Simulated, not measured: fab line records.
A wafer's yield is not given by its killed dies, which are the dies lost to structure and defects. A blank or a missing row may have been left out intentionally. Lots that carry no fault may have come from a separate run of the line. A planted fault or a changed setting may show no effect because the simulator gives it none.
fab line records    flow sky130
record: lots: 6  wafers: 17  last-day: 49
route steps=708 shown VIA3@586 METAL4@598 PAD_OPEN@708
lots with no fault: from the same line, run without faults
start-h: the number of hours between the record's first day and the start of the first shown wafer of the lot    wait-h: time in hours since the lot's previous step    " the same as in the row above    L1.1+2: one row covering several wafers at once    - no value, or no start given    * or withheld: withheld    < > ~ a bound
route shown NAME@n: names a module that has steps shown in the file, with the first one's number in the route    usual: mean/standard deviation of fault-free wafers    same: alike in all rows    chamber/n: place in a boat    sites: the reading at each site    _std_site: how widely they spread, as a standard deviation    _edge_site: mean of outer sites minus mean of inner sites    radius-mm: how far each site lies from the wafer's centre    mask NAME#n: copy n    behind: the tool/chamber that last shaped the wafer    hold: cause of the lot's hold/its duration in hours/its outcome    device: which transistor (n, p or np) failed to switch    end of line: the same wafers' tests at the end of the route    a step with no rows: only its recipe    killed: not the wafer's yield, but the dies lost to structure and defects at the first sort    map: dies across one wafer; x = killed, . = not, _ = none there
set.NAME: the setting that was run; set.NAME@STEP: the one run at that earlier step    model.NAME: the simulator's own value behind a step, which no gauge read
lots at some steps of the route; a table a step, a row a wafer
services: when a tool's chamber went out of use (start-h, in hours from the record's first day, below 0 if earlier), for how many hours, and the reason
== steps ==
step: SKY_VIA3_OVL_MEAS_13
usual: VIA3_OVL: 0/5.5
lot.wafer  tool        chamber  start-h  wait-h  VIA3_OVL[nm]
L628.1     overlay-01  -        934.08   0.1     -9
L628.2     "           -        "        "       -2
L628.4     "           -        "        "       -4
L629.2     overlay-01  -        946.44   0.1     3
L629.3     "           -        "        "       3
L629.5     "           -        "        "       3
L641.2     overlay-02  -        1029.33  0.1     3
L641.3     "           -        "        "       -3
L641.6     "           -        "        "       -4
L642.2     overlay-01  -        1040.35  0.1     11
L642.4     "           -        "        "       14
L642.5     "           -        "        "       9
L646.2     overlay-01  -        1057.36  0.1     1
L646.5     "           -        "        "       0
L647.3     overlay-02  -        1062.65  0.1     1
L647.5     "           -        "        "       -7
L647.6     "           -        "        "       -7
step: SKY_VIA3_ETCH_14
recipe: chemistry: N2/H2  target: BARC  ion-energy-ev: 200  source-w: 500  bias-w: 100  pressure-mtorr: 30  n2-flow-sccm: 100  h2-flow-sccm: 200  stop-on: SiO2  time-s: 45.9  target-depth-a: 600
usual: drypump-motor-current-A: 5.8/0.36  oes-product-au: 0.855/0.0044  throttle-valve-pct: 13.225/0.0094
same: time-s: 45.9
lot.wafer  tool         chamber  start-h  wait-h  drypump-motor-current-A  oes-product-au  rf-hours-counter-h  throttle-valve-pct
L628.1     rie-diel-02  2        934.12   0.0     5.9                      0.848           8                   13.217
L628.2     "            3        "        "       5.9                      0.852           7                   13.221
L628.4     "            0        "        "       5.9                      0.847           18                  13.229
L629.2     rie-diel-04  2        946.47   0.0     5.6                      0.864           24                  13.209
L629.3     "            0        "        "       6.0                      0.848           10                  13.220
L629.5     "            0        "        "       6.0                      0.856           -                   13.212
L641.2     rie-diel-02  0        1029.36  0.0     5.8                      0.852           21                  13.235
L641.3     "            2        "        "       5.8                      0.863           11                  13.232
L641.6     "            1        "        "       5.9                      0.852           -                   13.203
L642.2     rie-diel-02  0        1040.38  0.0     5.9                      0.864           22                  13.223
L642.4     "            2        "        "       5.8                      0.861           12                  13.226
L642.5     "            0        "        "       5.9                      0.853           -                   13.231
L646.2     rie-diel-02  1        1057.39  0.0     5.9                      0.862           24                  13.228
L646.5     "            0        "        "       5.8                      0.855           -                   13.231
L647.3     rie-diel-02  3        1062.68  0.0     5.9                      0.857           11                  13.210
L647.5     "            3        "        "       5.9                      0.858           -                   13.228
L647.6     "            2        "        "       5.9                      0.848           -                   13.236
step: SKY_VIA3_ETCH_15
recipe: target: SiO2  chemistry: C4F8/O2/Ar  target-depth-nm: 507  stop-on: TiN  mask-material: KrF-thick  source-w: 1500  bias-w: 1200  pressure-mtorr: 40  c4f8-flow-sccm: withheld  O2_flow_sccm: 6  Ar_flow_sccm: 300  time-s: 78
usual: oes-product-au: 0.945/0.0046
same: time-s: 78
lot.wafer  tool         chamber  start-h  wait-h  oes-product-au  rf-hours-counter-h
L628.1     rie-diel-02  2        934.16   0.0     0.938           8
L628.2     "            3        "        "       0.941           7
L628.4     "            0        "        "       0.943           18
L629.2     rie-diel-04  2        946.51   0.0     0.949           24
L629.3     "            0        "        "       0.955           10
L629.5     "            0        "        "       0.948           -
L641.2     rie-diel-02  0        1029.40  0.0     0.954           21
L641.3     "            2        "        "       0.949           12
L641.6     "            1        "        "       0.943           -
L642.2     rie-diel-02  0        1040.42  0.0     0.947           22
L642.4     "            2        "        "       0.934           12
L642.5     "            0        "        "       0.946           -
L646.2     rie-diel-02  1        1057.43  0.0     0.941           24
L646.5     "            0        "        "       0.947           -
L647.3     rie-diel-02  3        1062.72  0.0     0.942           11
L647.5     "            3        "        "       0.941           -
L647.6     "            2        "        "       0.949           -
step: SKY_VIA3_STRIP_16
recipe: chemistry: O2/N2  power-w: 1400  pressure-mtorr: 1500  platen-temp-c: withheld  o2-flow-sccm: 3000  n2-flow-sccm: 300  overash-fraction: 0.5
usual: drypump-motor-current-A: 5.81/0.16  oes-product-au: 0.402/0.0045  strip-time-to-endpoint-s: 4.137/0.024
lot.wafer  tool             chamber  start-h  wait-h  drypump-motor-current-A  oes-product-au  rf-hours-counter-h  strip-time-to-endpoint-s
L628.1     plasma-asher-03  1        934.22   0.0     5.95                     0.405           50                  4.121
L628.2     "                0        "        "       5.85                     0.400           50                  4.117
L628.4     "                0        "        "       5.83                     0.407           -                   4.125
L629.2     plasma-asher-03  0        946.57   0.0     5.83                     0.403           51                  4.151
L629.3     "                0        "        "       5.81                     0.391           -                   4.103
L629.5     "                1        "        "       5.95                     0.399           -                   4.137
L641.2     plasma-asher-04  0        1029.46  0.0     5.77                     0.399           27                  4.100
L641.3     "                0        "        "       5.77                     0.394           -                   4.105
L641.6     "                1        "        "       5.88                     0.401           -                   4.114
L642.2     plasma-asher-03  1        1040.48  0.0     5.96                     0.402           60                  4.134
L642.4     "                1        "        "       5.96                     0.404           -                   4.132
L642.5     "                0        "        "       5.82                     0.399           -                   4.123
L646.2     plasma-asher-04  0        1057.49  0.0     5.75                     0.412           30                  4.155
L646.5     "                0        "        "       5.78                     0.405           -                   4.142
L647.3     plasma-asher-03  0        1062.81  0.1     5.81                     0.405           -                   4.176
L647.5     "                1        "        "       5.94                     0.400           -                   4.148
L647.6     "                0        "        "       5.82                     0.405           -                   4.149
step: SKY_VIA3_STRIP_17
recipe: chemistry: post-etch-residue-remover  time-s: 1200  temp-c: 72.5
step: SKY_VIA3_CLEAN_18
recipe: chemistry: IPA  time-s: 180  temp-c: 25
step: SKY_VIA3_CLEAN_19
recipe: chemistry: O3/DIW  dry: n2-spin
step: SKY_VIA3_SPUTTER_20
recipe: material: TiN  target-thk-nm: 20  chamber-pressure-pa: 5  power-w: 4000  time-s: 80
step: SKY_VIA3_CVD_21
recipe: material: W  target-thk-nm: 390  time-s: 117.31  temp-c: 400  pressure-torr: 40
usual: heater-power-w: 811/42
same: time-s: 117.31
lot.wafer  tool      chamber  start-h  wait-h  heater-power-w
L628.1     cvd-w-02  0        934.91   0.0     863
L628.2     "         1        "        "       850
L628.4     "         0        "        "       856
L629.2     cvd-w-02  0        947.23   0.0     858
L629.3     "         1        "        "       832
L629.5     "         0        "        "       868
L641.2     cvd-w-02  1        1030.12  0.0     848
L641.3     "         1        "        "       845
L641.6     "         0        "        "       863
L642.2     cvd-w-01  0        1041.13  0.0     764
L642.4     "         1        "        "       803
L642.5     "         1        "        "       794
L646.2     cvd-w-02  0        1058.19  0.1     880
L646.5     "         0        "        "       888
L647.3     cvd-w-02  0        1063.60  0.1     853
L647.5     "         0        "        "       880
L647.6     "         0        "        "       869
step: SKY_VIA3_RS_MEAS_22
recipe: thk-meas-gauge: four-point-probe  reads: W_of_VIA3_CVD_21+TiN_of_VIA3_SPUTTER_20
usual: VIA3_W_RS: 0.293/0.0048
lot.wafer  tool           chamber  start-h  wait-h  VIA3_W_RS[ohm/sq]
L628.1     film-metro-03  -        935.03   0.1     0.290
L628.2     "              -        "        "       0.284
L628.4     "              -        "        "       0.289
L629.2     film-metro-03  -        947.37   0.1     0.290
L629.3     "              -        "        "       0.291
L629.5     "              -        "        "       0.297
L641.2     film-metro-02  -        1030.26  0.1     0.290
L641.3     "              -        "        "       0.291
L641.6     "              -        "        "       0.293
L642.2     film-metro-02  -        1041.27  0.1     0.292
L642.4     "              -        "        "       0.302
L642.5     "              -        "        "       0.303
L646.2     film-metro-02  -        1058.42  0.2     0.294
L646.5     "              -        "        "       0.295
L647.3     film-metro-02  -        1063.81  0.2     0.289
L647.5     "              -        "        "       0.291
L647.6     "              -        "        "       0.287
step: SKY_VIA3_THK_MEAS_23
recipe: thk-meas-gauge: xrf  reads: W_of_VIA3_CVD_21
usual: VIA3_W_THK: 374/6.9
lot.wafer  tool           chamber  start-h  wait-h  VIA3_W_THK[nm]
L628.1     film-metro-03  -        935.15   0.1     384
L628.2     "              -        "        "       389
L628.4     "              -        "        "       385
L629.2     film-metro-03  -        947.48   0.1     378
L629.3     "              -        "        "       376
L629.5     "              -        "        "       369
L641.2     film-metro-02  -        1030.37  0.1     377
L641.3     "              -        "        "       375
L641.6     "              -        "        "       373
L642.2     film-metro-02  -        1041.38  0.1     374
L642.4     "              -        "        "       360
L642.5     "              -        "        "       362
L646.2     film-metro-02  -        1058.53  0.1     372
L646.5     "              -        "        "       371
L647.3     film-metro-02  -        1063.91  0.1     379
L647.5     "              -        "        "       376
L647.6     "              -        "        "       383
step: SKY_VIA3_CMP_24
recipe: stop-on: SiO2  t-overpolish-s: 20  down-force-psi: 3.5  platen-rpm: 60  target-thk-nm: 0  pad-velocity-m-s: 0.94248
usual: head-pressure-psi: 3.500/0.0074  motor-current-A: 11.3/1.3  overpolish-run-s: 20.000/0.0097  time-to-endpoint-s: 92/3.2
lot.wafer  tool    chamber  start-h  wait-h  head-pressure-psi  motor-current-A  overpolish-run-s  time-to-endpoint-s
L628.4     cmp-02  1        935.22   0.0     3.490              9.5              20.012            90
L628.2     "       2        "        "       3.495              12.6             19.992            96
L628.1     "       0        "        "       3.508              11.7             19.996            97
L629.2     cmp-02  0        947.58   0.1     3.492              11.8             20.011            97
L629.3     "       2        "        "       3.497              13.1             20.000            96
L629.5     "       0        "        "       3.498              11.6             20.000            94
L641.3     cmp-01  0        1030.47  0.1     3.483              13.4             20.018            98
L641.2     "       1        "        "       3.498              10.6             20.020            93
L641.6     "       0        "        "       3.501              13.8             20.005            94
L642.4     cmp-01  3        1041.53  0.1     3.487              12.6             20.003            89
L642.2     "       0        "        "       3.504              13.3             20.006            90
L642.5     "       2        "        "       3.492              10.8             20.009            85
L646.2     cmp-02  3        1058.73  0.2     3.505              9.7              19.997            92
L646.5     "       0        "        "       3.503              11.2             20.020            91
L647.3     cmp-01  0        1063.95  0.0     3.495              13.8             19.978            95
L647.5     "       0        "        "       3.512              12.8             19.995            92
L647.6     "       1        "        "       3.502              10.3             19.996            90
step: SKY_METAL4_SPUTTER_00
recipe: material: Ti  target-thk-nm: 15  power-w: 3000  time-s: 10  chamber-pressure-pa: 0.4
usual: throttle-valve-pct: 30.4/1.1
lot.wafer  tool            chamber  start-h  wait-h  throttle-valve-pct  model.Ti_of_METAL4_SPUTTER_00.thk-nm
L628.1     pvd-sputter-02  -        935.51   0.1     30.8                15.06
L628.2     "               -        "        "       30.5                15.08
L628.4     "               -        "        "       31.9                15.1
L629.2     pvd-sputter-03  -        947.83   0.2     28.9                15.01
L629.3     "               -        "        "       29.6                15.01
L629.5     "               -        "        "       30.0                15.06
L641.2     pvd-sputter-02  -        1030.72  0.1     31.7                14.76
L641.3     "               -        "        "       30.5                14.8
L641.6     "               -        "        "       30.6                14.76
L642.2     pvd-sputter-03  -        1041.73  0.1     30.8                14.98
L642.4     "               -        "        "       28.6                14.87
L642.5     "               -        "        "       30.9                15.03
L646.2     pvd-sputter-02  -        1058.88  0.1     30.8                14.25
L646.5     "               -        "        "       31.8                15
L647.3     pvd-sputter-02  -        1064.25  0.2     30.5                14.73
L647.5     "               -        "        "       30.7                14.84
L647.6     "               -        "        "       31.8                14.06
step: SKY_METAL4_SPUTTER_01
recipe: material: TiN  target-thk-nm: 20  power-w: 6500  time-s: 16.7  chamber-pressure-pa: 0.4
step: SKY_PAD_OPEN_PROBE_99
usual: defect-limited-yield: 81.9/1.9  killed_at_M0_to_M3: 45/7.3  killed_at_M4_up: 3.2/1.8  killed-at-contacts: 25/5.5  killed-at-front-end: 15/4.2  killed-at-other: 0.3/0.69  killed-dies: 89/9.4  killed-on-rim: 17/3.8  killed-open: 49/6.6  killed-short: 40/6.4  sort_bin_3_pad_short: 0.9/0.43  sort_bin_5_function: 10.7/1.5  sort_bin_6_memory: 6.5/1.2  sort-n-pass: 403/9.4  sort-yield-pct: 81.9/1.9
same: gross-dies: 492  killed-at-back-side: 0  sort_bin_4_leakage[%]: 0  sort_bin_8_speed[%]: 0
lot.wafer  tool       chamber  start-h  wait-h  defect-limited-yield[%]  killed_at_M0_to_M3  killed_at_M4_up  killed-at-contacts  killed-at-front-end  killed-at-other  killed-dies  killed-on-rim  killed-open  killed-short  sort_bin_3_pad_short[%]  sort_bin_5_function[%]  sort_bin_6_memory[%]  sort-n-pass  sort-yield-pct[%]
L628.1     prober-01  -        1080.97  0.1     78.3                     48                  2                35                  20                   2                107          17             55           51            1.2                      11.4                    9.1                   385          78.3
L628.2     prober-01  -        1081.02  0.1     81.1                     42                  4                31                  16                   0                93           18             51           41            0.8                      10.2                    7.9                   399          81.1
L628.4     prober-01  -        1081.12  0.2     83.1                     41                  3                23                  16                   0                83           16             45           36            1.2                      9.3                     6.3                   409          83.1
L629.2     prober-02  -        1092.07  0.1     78.5                     58                  5                25                  18                   0                106          19             56           50            1.0                      11.2                    9.3                   386          78.5
L629.3     prober-02  -        1092.12  0.2     80.9                     49                  5                26                  14                   0                94           18             60           34            1.2                      11.0                    6.9                   398          80.9
L629.5     prober-02  -        1092.22  0.2     78.3                     60                  2                29                  16                   0                107          23             60           47            1.4                      12.8                    7.5                   385          78.3
L641.2     prober-02  -        1159.58  0.1     79.5                     60                  3                20                  16                   2                101          27             38           63            2.2                      10.6                    7.7                   391          79.5
L641.3     prober-02  -        1159.63  0.2     83.3                     39                  9                20                  14                   0                82           14             47           33            0.8                      9.3                     6.5                   410          83.3
L641.6     prober-02  -        1159.78  0.2     82.3                     49                  5                21                  12                   0                87           19             42           45            0.8                      10.2                    6.7                   405          82.3
L642.4     prober-01  -        1167.91  0.2     84.8                     37                  1                22                  15                   0                75           15             48           27            0.2                      9.6                     5.5                   417          84.8
L646.5     prober-01  -        1182.01  0.2     80.3                     44                  3                32                  18                   0                97           22             58           38            0.6                      12.2                    6.9                   395          80.3
killed by level:class
L628.1 CONTACT:geometric-particle:open=15 VIA1:geometric-particle:open=10 FIELD_ISO:geometric-particle:open=9 LOCAL_INTERCONNECT:geometric-particle:short=7 METAL1:geometric-particle:short=6 METAL2:geometric-particle:short=6 FIELD_ISO:geometric-particle:short=5 CONTACT:geometric-particle:short=5
L628.2 VIA1:geometric-particle:open=16 CONTACT:geometric-particle:open=12 LI_CONTACT:geometric-particle:open=8 FIELD_ISO:geometric-particle:short=7 LI_CONTACT:geometric-particle:short=5 METAL1:geometric-particle:short=5 FIELD_ISO:geometric-particle:open=4 VIA1:geometric-particle:short=4
L628.4 LI_CONTACT:geometric-particle:open=10 CONTACT:geometric-particle:open=9 VIA2:geometric-particle:open=7 VIA3:geometric-particle:open=7 VIA1:geometric-particle:short=6 VIA1:geometric-particle:open=5 FIELD_ISO:geometric-particle:short=4 LI_CONTACT:geometric-particle:short=4
L629.2 VIA1:geometric-particle:short=12 VIA1:geometric-particle:open=10 LI_CONTACT:geometric-particle:open=9 VIA3:geometric-particle:open=9 CONTACT:geometric-particle:short=7 VIA2:geometric-particle:open=7 METAL1:geometric-particle:short=6 FIELD_ISO:geometric-particle:short=5
L629.3 VIA3:geometric-particle:open=12 CONTACT:geometric-particle:open=12 VIA1:geometric-particle:open=11 LI_CONTACT:geometric-particle:open=7 METAL1:geometric-particle:short=7 FIELD_ISO:geometric-particle:short=6 METAL4:geometric-particle:short=5 VIA2:geometric-particle:open=5
L629.5 VIA1:geometric-particle:open=14 LI_CONTACT:geometric-particle:open=12 VIA2:geometric-particle:open=9 CONTACT:geometric-particle:open=8 METAL1:geometric-particle:short=8 VIA1:geometric-particle:short=7 VIA3:geometric-particle:open=6 FIELD_ISO:geometric-particle:short=5
L641.2 VIA1:geometric-particle:open=15 POLY_GATE:geometric-particle:short=10 METAL2:geometric-particle:short=8 METAL1:geometric-particle:short=8 CONTACT:geometric-particle:short=7 CONTACT:geometric-particle:open=6 VIA3:geometric-particle:open=6 VIA1:geometric-particle:short=5
L641.3 VIA1:geometric-particle:open=14 CONTACT:geometric-particle:open=8 VIA2:geometric-particle:open=8 FIELD_ISO:geometric-particle:short=6 METAL4:geometric-particle:short=6 FIELD_ISO:geometric-particle:open=5 LI_CONTACT:geometric-particle:open=4 CONTACT:geometric-particle:short=3
L641.6 VIA2:geometric-particle:open=11 VIA1:geometric-particle:open=8 CONTACT:geometric-particle:open=7 LOCAL_INTERCONNECT:geometric-particle:short=6 VIA1:geometric-particle:short=6 VIA3:geometric-particle:open=6 FIELD_ISO:geometric-particle:short=5 CONTACT:geometric-particle:short=5
L642.4 VIA2:geometric-particle:open=13 CONTACT:geometric-particle:open=10 VIA1:geometric-particle:open=7 METAL2:geometric-particle:short=4 POLY_GATE:geometric-particle:open=4 LI_CONTACT:geometric-particle:open=4 FIELD_ISO:geometric-particle:open=3 POLY_GATE:geometric-particle:short=3
L646.5 LI_CONTACT:geometric-particle:open=12 CONTACT:geometric-particle:open=11 VIA1:geometric-particle:open=8 METAL1:geometric-particle:short=7 VIA2:geometric-particle:open=7 POLY_GATE:geometric-particle:open=5 VIA1:geometric-particle:short=5 METAL2:geometric-particle:short=5
== services ==
tool             chamber  start-h  hours  kind
cmp-01           -        913.04   4.0    pm
rie-diel-02      -        916.76   1.3    repair
plasma-asher-03  -        919.08   3.2    repair
rie-diel-04      -        919.87   15.6   pm
cmp-02           -        924.47   1.2    repair
cvd-w-02         1        951.94   12.6   repair
rie-diel-02      1        952.13   5.0    repair
cmp-02           -        961.86   6.1    pm
cmp-01           -        965.04   0.6    repair
pvd-sputter-02   -        965.40   1.8    repair
cmp-01           -        972.90   2.6    repair
cmp-01           -        978.63   0.7    repair
cmp-01           -        984.52   3.8    repair
plasma-asher-03  -        1009.32  9.9    repair
cmp-02           -        1012.22  0.5    repair
plasma-asher-03  -        1021.09  0.5    repair
rie-diel-02      1        1022.30  3.3    repair
cmp-02           -        1027.01  4.1    repair
cmp-01           -        1035.06  3.6    pm
cmp-02           -        1036.39  4.0    repair
cvd-w-02         -        1036.49  1.5    repair
cmp-02           -        1036.78  0.8    repair
rie-diel-02      1        1048.64  1.6    repair
cvd-w-02         1        1054.81  16.9   repair
== key ==
first-sign none at tools or gauges
model-effect: step: SKY_METAL4_SPUTTER_00  value: Ti_of_METAL4_SPUTTER_00.thk-nm  without: 15.07  struck: 14.15
met-at SKY_METAL4_SPUTTER_00
struck-wafers L646.2,L647.6
onset-between 1030.72 1058.88
fault: kind: process-parameter-drift  tool: pvd-sputter-02  chamber: -  onset-h: 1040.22  steps: SKY_METAL4_SPUTTER_00  channel: time-s  offset: *  shape: step  end-h: 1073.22  scope: struck-wafers-only  acts-in: *  stated: *
